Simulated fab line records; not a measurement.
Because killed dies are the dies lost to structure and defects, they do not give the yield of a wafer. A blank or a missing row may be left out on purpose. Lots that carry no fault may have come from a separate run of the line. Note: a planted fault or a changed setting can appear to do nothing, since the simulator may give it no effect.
Which of the tools did it? / flow sky130 / 12 lots, 36 wafers sampled, at 1 step of a route of 708

== WHAT THE GAUGES READ, wafer by wafer ==
SKY_POLY_GATE_OVL_MEAS_14.
lot=L347; measured=day 16 00:24; on=overlay-02; POLY_GATE_OVL (nm)=3 5 -1
lot=L348; measured=day 16 16:32; on=overlay-02; POLY_GATE_OVL (nm)=1 1 -5
lot=L351; measured=day 17 15:16; on=overlay-01; POLY_GATE_OVL (nm)=-5 -6 -6
lot=L353; measured=day 18 15:34; on=overlay-01; POLY_GATE_OVL (nm)=-4 6 1
lot=L357; measured=day 20 05:35; on=overlay-01; POLY_GATE_OVL (nm)=-8 1 -1
lot=L362; measured=day 21 21:38; on=overlay-02; POLY_GATE_OVL (nm)=-3 -6 -3
lot=L364; measured=day 22 10:16; on=overlay-02; POLY_GATE_OVL (nm)=17 3 13
lot=L365; measured=day 23 13:12; on=overlay-01; POLY_GATE_OVL (nm)=-1 -1 7
lot=L366; measured=day 23 15:13; on=overlay-02; POLY_GATE_OVL (nm)=-2 -4 6
lot=L368; measured=day 23 23:36; on=overlay-01; POLY_GATE_OVL (nm)=13 2 6
lot=L369; measured=day 24 11:48; on=overlay-01; POLY_GATE_OVL (nm)=1 8 3
lot=L370; measured=day 24 14:40; on=overlay-02; POLY_GATE_OVL (nm)=-11 1 -1

== WHAT TOOL EACH LOT RAN ON (gives the tool, then ch and the chambers of the sampled wafers, and finally the start) ==
The record shows no process step preceding these readings.

== WHAT THE TOOLS THEMSELVES READ (means of the sampled wafers that have a number; where no wafer has one, the mark that the record gives instead) ==
The record holds no such reading with a usual standard deviation.

== THE ANSWER, worked out from the rows above alone ==
Rule: what is usual is taken from the lots themselves. The widest of any qualifying gaps counts: lots, ordered by their means at a reading, are off when they make up no more than a third of the lots, leave a main group of 4 or more, and stand apart from it by 3 or more times the standard deviation of that group's means. A main group is skipped when, at the precision printed for the reading in the tables above, its means are all equal. A lot without any number at a reading at which 4 lots or more have one is off too. Where the step has rows for the other lots, those lots are counted as sound. Order of review: gauges by route order, followed by the tools' own readings, for which a lot's mean as printed above is used. The first step at which some lot is off is used, and at that step the reading that is off furthest; a lot without a number counts as furthest.
Across all readings shown, no lot is off: no conclusion can be drawn from this.

== WHAT THE SIMULATOR HAD PUT IN ==
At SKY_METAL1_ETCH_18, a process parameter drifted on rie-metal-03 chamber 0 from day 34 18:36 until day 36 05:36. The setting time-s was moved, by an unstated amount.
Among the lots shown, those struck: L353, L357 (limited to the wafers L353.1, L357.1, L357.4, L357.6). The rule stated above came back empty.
